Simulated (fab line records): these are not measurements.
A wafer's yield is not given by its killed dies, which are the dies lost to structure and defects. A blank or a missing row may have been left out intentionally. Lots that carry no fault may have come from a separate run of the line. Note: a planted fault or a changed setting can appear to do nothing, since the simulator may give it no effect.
fab line records / flow sfq-line
record lots=16 wafers=48 last-day=92
route steps=325 shown I1@80
lots that met no fault: taken from a fault-free run of the same line
start-h: hours from the record's opening day to when the first of the lot's shown wafers began / wait-h: hours since the lot's step before / " same as the row above / L1.1+2: a row that stands for several wafers / - no value, or no start given / * or withheld: withheld / < > ~ a bound
route shown NAME@n: NAME is a module with steps in the file, n the number in the route of the first one / usual: mean/standard deviation of fault-free wafers / same: alike in all rows / chamber/n: place in a boat / sites: the reading at each site / _std_site: the standard deviation of these / _edge_site: mean of outer sites minus mean of inner sites / radius-mm: how far each site lies from the wafer's centre / mask NAME#n: copy n / behind: the tool/chamber that last shaped the wafer / hold: what put the lot on hold/how long, in hours/how the hold closed / device: names the non-switching transistor (n, p or np) / end of line: the route-end tests of the same wafers / a step without rows: its recipe alone / killed: dies lost to structure and defects at the first sort, not the wafer's yield / map: the dies of a wafer, with x for killed, . for not killed, _ for no die there
set.NAME: setting as actually run; set.NAME@STEP: the setting as run at that earlier step / model.NAME: the simulator's own value behind a step, which no gauge read
route steps across a sampled set of lots; one table per step, one row per wafer
services: when a tool's chamber went out of use (start-h, in hours from the record's first day, below 0 if earlier), for how many hours, and the reason
## steps
# step SFQ_TRILAYER_I1_VIA_LITHO_EXPOSE_050
# recipe mask-id=I1 na=0.6 source-shape=conventional sigma-outer=0.65 target-cd-nm=500 dose-mj=21.3
lot.wafer=L624.1+2+5 tool=krf-scanner-01 chamber=0 start-h=595.73 wait-h=- mask=I1#0
lot.wafer=L625.1+3+4 tool=krf-scanner-01 chamber=0 start-h=599.33 wait-h=- mask=I1#0
lot.wafer=L628.2+4+5 tool=krf-scanner-02 chamber=0 start-h=645.26 wait-h=- mask=I1#0
lot.wafer=L629.1+3+5 tool=krf-scanner-02 chamber=0 start-h=646.26 wait-h=- mask=I1#0
lot.wafer=L630.1+2+4 tool=krf-scanner-01 chamber=0 start-h=658.38 wait-h=- mask=I1#0
lot.wafer=L631.2+4+5 tool=krf-scanner-02 chamber=0 start-h=667.11 wait-h=- mask=I1#0
lot.wafer=L632.4+5+6 tool=krf-scanner-02 chamber=0 start-h=674.71 wait-h=- mask=I1#0
lot.wafer=L633.2+3+5 tool=krf-scanner-02 chamber=0 start-h=685.11 wait-h=- mask=I1#0
lot.wafer=L634.1+3+4 tool=krf-scanner-02 chamber=0 start-h=693.31 wait-h=- mask=I1#0
lot.wafer=L638.1+3+5 tool=krf-scanner-01 chamber=0 start-h=731.18 wait-h=- mask=I1#0
lot.wafer=L640.1+2+5 tool=krf-scanner-01 chamber=0 start-h=746.78 wait-h=- mask=I1#0
lot.wafer=L641.3+4+5 tool=krf-scanner-01 chamber=0 start-h=792.78 wait-h=- mask=I1#0
lot.wafer=L643.3+4+6 tool=krf-scanner-01 chamber=0 start-h=928.85 wait-h=- mask=I1#0
lot.wafer=L644.3+5+6 tool=krf-scanner-01 chamber=0 start-h=934.85 wait-h=- mask=I1#0
lot.wafer=L645.1+2+6 tool=krf-scanner-01 chamber=0 start-h=944.05 wait-h=- mask=I1#0
lot.wafer=L646.1+2+6 tool=krf-scanner-01 chamber=0 start-h=960.85 wait-h=- mask=I1#0
# step SFQ_I1_OVL_MEAS_913
# usual I1_OVL=3/5.3
lot.wafer=L624.1 tool=overlay-01 chamber=- start-h=597.23 wait-h=0.1 I1_OVL[nm]=6
lot.wafer=L624.2 tool=overlay-01 chamber=- start-h=597.23 wait-h=0.1 I1_OVL[nm]=2
lot.wafer=L624.5 tool=overlay-01 chamber=- start-h=597.23 wait-h=0.1 I1_OVL[nm]=6
lot.wafer=L625.1 tool=overlay-02 chamber=- start-h=600.83 wait-h=0.1 I1_OVL[nm]=4
lot.wafer=L625.3 tool=overlay-02 chamber=- start-h=600.83 wait-h=0.1 I1_OVL[nm]=5
lot.wafer=L625.4 tool=overlay-02 chamber=- start-h=600.83 wait-h=0.1 I1_OVL[nm]=-3
lot.wafer=L628.2 tool=overlay-01 chamber=- start-h=646.56 wait-h=0.1 I1_OVL[nm]=-4
lot.wafer=L628.4 tool=overlay-01 chamber=- start-h=646.56 wait-h=0.1 I1_OVL[nm]=-4
lot.wafer=L628.5 tool=overlay-01 chamber=- start-h=646.56 wait-h=0.1 I1_OVL[nm]=3
lot.wafer=L629.1 tool=overlay-01 chamber=- start-h=647.76 wait-h=0.1 I1_OVL[nm]=6
lot.wafer=L629.3 tool=overlay-01 chamber=- start-h=647.76 wait-h=0.1 I1_OVL[nm]=6
lot.wafer=L629.5 tool=overlay-01 chamber=- start-h=647.76 wait-h=0.1 I1_OVL[nm]=6
lot.wafer=L630.1 tool=overlay-01 chamber=- start-h=659.88 wait-h=0.1 I1_OVL[nm]=7
lot.wafer=L630.2 tool=overlay-01 chamber=- start-h=659.88 wait-h=0.1 I1_OVL[nm]=6
lot.wafer=L630.4 tool=overlay-01 chamber=- start-h=659.88 wait-h=0.1 I1_OVL[nm]=-2
lot.wafer=L631.2 tool=overlay-01 chamber=- start-h=668.41 wait-h=0.1 I1_OVL[nm]=52
lot.wafer=L631.4 tool=overlay-01 chamber=- start-h=668.41 wait-h=0.1 I1_OVL[nm]=50
lot.wafer=L631.5 tool=overlay-01 chamber=- start-h=668.41 wait-h=0.1 I1_OVL[nm]=59
lot.wafer=L632.4 tool=overlay-02 chamber=- start-h=675.63 wait-h=0.1 I1_OVL[nm]=64
lot.wafer=L632.5 tool=overlay-02 chamber=- start-h=675.63 wait-h=0.1 I1_OVL[nm]=65
lot.wafer=L632.6 tool=overlay-02 chamber=- start-h=675.63 wait-h=0.1 I1_OVL[nm]=64
lot.wafer=L633.2 tool=overlay-01 chamber=- start-h=686.41 wait-h=0.1 I1_OVL[nm]=61
lot.wafer=L633.3 tool=overlay-01 chamber=- start-h=686.41 wait-h=0.1 I1_OVL[nm]=63
lot.wafer=L633.5 tool=overlay-01 chamber=- start-h=686.41 wait-h=0.1 I1_OVL[nm]=59
lot.wafer=L634.1 tool=overlay-01 chamber=- start-h=694.81 wait-h=0.1 I1_OVL[nm]=68
lot.wafer=L634.3 tool=overlay-01 chamber=- start-h=694.81 wait-h=0.1 I1_OVL[nm]=68
lot.wafer=L634.4 tool=overlay-01 chamber=- start-h=694.81 wait-h=0.1 I1_OVL[nm]=66
lot.wafer=L638.1 tool=overlay-02 chamber=- start-h=732.68 wait-h=0.1 I1_OVL[nm]=1
lot.wafer=L638.3 tool=overlay-02 chamber=- start-h=732.68 wait-h=0.1 I1_OVL[nm]=3
lot.wafer=L638.5 tool=overlay-02 chamber=- start-h=732.68 wait-h=0.1 I1_OVL[nm]=6
lot.wafer=L640.1 tool=overlay-02 chamber=- start-h=748.28 wait-h=0.1 I1_OVL[nm]=4
lot.wafer=L640.2 tool=overlay-02 chamber=- start-h=748.28 wait-h=0.1 I1_OVL[nm]=8
lot.wafer=L640.5 tool=overlay-02 chamber=- start-h=748.28 wait-h=0.1 I1_OVL[nm]=4
lot.wafer=L641.3 tool=overlay-02 chamber=- start-h=793.89 wait-h=0.1 I1_OVL[nm]=9
lot.wafer=L641.4 tool=overlay-02 chamber=- start-h=793.89 wait-h=0.1 I1_OVL[nm]=8
lot.wafer=L641.5 tool=overlay-02 chamber=- start-h=793.89 wait-h=0.1 I1_OVL[nm]=9
lot.wafer=L643.3 tool=overlay-02 chamber=- start-h=929.96 wait-h=0.1 I1_OVL[nm]=-12
lot.wafer=L643.4 tool=overlay-02 chamber=- start-h=929.96 wait-h=0.1 I1_OVL[nm]=-12
lot.wafer=L643.6 tool=overlay-02 chamber=- start-h=929.96 wait-h=0.1 I1_OVL[nm]=-12
lot.wafer=L644.3 tool=overlay-02 chamber=- start-h=935.96 wait-h=0.1 I1_OVL[nm]=0
lot.wafer=L644.5 tool=overlay-02 chamber=- start-h=935.96 wait-h=0.1 I1_OVL[nm]=4
lot.wafer=L644.6 tool=overlay-02 chamber=- start-h=935.96 wait-h=0.1 I1_OVL[nm]=8
lot.wafer=L645.1 tool=overlay-02 chamber=- start-h=945.55 wait-h=0.1 I1_OVL[nm]=6
lot.wafer=L645.2 tool=overlay-02 chamber=- start-h=945.55 wait-h=0.1 I1_OVL[nm]=11
lot.wafer=L645.6 tool=overlay-02 chamber=- start-h=945.55 wait-h=0.1 I1_OVL[nm]=2
lot.wafer=L646.1 tool=overlay-01 chamber=- start-h=962.35 wait-h=0.1 I1_OVL[nm]=9
lot.wafer=L646.2 tool=overlay-01 chamber=- start-h=962.35 wait-h=0.1 I1_OVL[nm]=6
lot.wafer=L646.6 tool=overlay-01 chamber=- start-h=962.35 wait-h=0.1 I1_OVL[nm]=9
## services
tool=krf-scanner-01 chamber=- start-h=620.93 hours=1.3 kind=pm
tool=krf-scanner-02 chamber=- start-h=649.86 hours=1.0 kind=pm
tool=krf-scanner-01 chamber=- start-h=659.58 hours=0.8 kind=pm
tool=krf-scanner-01 chamber=- start-h=699.34 hours=1.0 kind=pm
tool=krf-scanner-02 chamber=- start-h=715.06 hours=1.3 kind=pm
tool=krf-scanner-02 chamber=- start-h=734.62 hours=0.8 kind=pm
tool=krf-scanner-01 chamber=- start-h=797.18 hours=1.3 kind=pm
tool=krf-scanner-01 chamber=- start-h=798.17 hours=0.8 kind=repair
tool=krf-scanner-01 chamber=- start-h=805.32 hours=0.2 kind=repair
tool=krf-scanner-02 chamber=- start-h=810.50 hours=3.6 kind=pm
tool=krf-scanner-02 chamber=- start-h=819.07 hours=1.0 kind=pm
tool=krf-scanner-01 chamber=- start-h=828.63 hours=0.8 kind=pm
tool=krf-scanner-01 chamber=- start-h=854.41 hours=4.4 kind=pm
tool=krf-scanner-01 chamber=- start-h=860.20 hours=1.8 kind=repair
tool=krf-scanner-01 chamber=- start-h=864.91 hours=1.0 kind=pm
tool=krf-scanner-02 chamber=- start-h=874.35 hours=4.4 kind=pm
tool=krf-scanner-01 chamber=- start-h=879.79 hours=1.8 kind=repair
tool=krf-scanner-01 chamber=- start-h=889.82 hours=7.3 kind=repair
tool=krf-scanner-02 chamber=- start-h=898.05 hours=1.3 kind=pm
tool=krf-scanner-02 chamber=- start-h=903.42 hours=0.8 kind=pm
## key
first-sign step=SFQ_I1_OVL_MEAS_913 reading=I1_OVL direction=up sigmas=11 usual=3 struck=62
effect none on later readings
met-at SFQ_TRILAYER_I1_VIA_LITHO_EXPOSE_050
struck-lots L631,L632,L633,L634
onset-between 646.26 667.11
fault kind=scanner-matching-overlay tool=krf-scanner-02 chamber=- onset-h=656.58 steps=SFQ_TRILAYER_I1_VIA_LITHO_EXPOSE_050 offset=58.668
